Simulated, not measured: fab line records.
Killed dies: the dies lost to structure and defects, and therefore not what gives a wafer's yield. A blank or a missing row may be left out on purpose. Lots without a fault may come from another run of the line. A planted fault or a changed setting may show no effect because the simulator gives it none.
What tool caused it? :: flow gf180mcu :: 36 wafers sampled from 12 lots at 1 step of a route of 602

## WHAT THE GAUGES READ, wafer by wafer
GF_HV_LDD_OVL_MEAS_32.
lot: L075
measured: day 11 15:35
on: overlay-02
HV_LDD_02_OVL (nm): -0.3 0.1 0.5

lot: L077
measured: day 12 12:38
on: overlay-02
HV_LDD_02_OVL (nm): -0.5 -0.3 0.4

lot: L079
measured: day 13 09:45
on: overlay-02
HV_LDD_02_OVL (nm): 1.0 1.7 1.2

lot: L081
measured: day 13 21:59
on: overlay-02
HV_LDD_02_OVL (nm): 0.9 1.5 -0.1

lot: L083
measured: day 14 20:08
on: overlay-02
HV_LDD_02_OVL (nm): 0.3 0.5 -0.5

lot: L085
measured: day 15 03:07
on: overlay-02
HV_LDD_02_OVL (nm): 0.2 1.2 -0.4

lot: L087
measured: day 15 18:35
on: overlay-01
HV_LDD_02_OVL (nm): 0.9 -0.2 -0.3

lot: L089
measured: day 16 10:53
on: overlay-01
HV_LDD_02_OVL (nm): 1.4 1.7 -0.2

lot: L091
measured: day 16 23:39
on: overlay-02
HV_LDD_02_OVL (nm): 0.3 -0.8 1.1

lot: L093
measured: day 17 17:43
on: overlay-01
HV_LDD_02_OVL (nm): -0.8 0.6 -2.5

lot: L095
measured: day 18 15:59
on: overlay-02
HV_LDD_02_OVL (nm): 0.6 0.1 0.4

lot: L097
measured: day 19 02:59
on: overlay-02
HV_LDD_02_OVL (nm): 0.9 2.1 1.2

## WHAT TOOL EACH LOT RAN ON (gives the tool, then ch and the chambers of the sampled wafers, and finally the start)
There is no process step in the record ahead of these readings.

## THE ANSWER, worked out from the rows above alone
Rule: the lots themselves supply what counts as usual. Put in order of their means at a reading, lots are off if they are a third of the lots or fewer, leave a main group of 4 or more, and stand apart from it by a gap of 3 or more times the standard deviation of the main group's means; of several such gaps the widest counts. If all means in a main group match to the digits the tables above print for the reading, that group is not used. A lot without any number at a reading at which 4 lots or more have one is off too. The other lots that the step has rows for count as sound.
Nothing can be told from this: no lot is off at any reading shown.

## WHAT HAD BEEN PUT IN BY THE SIMULATOR
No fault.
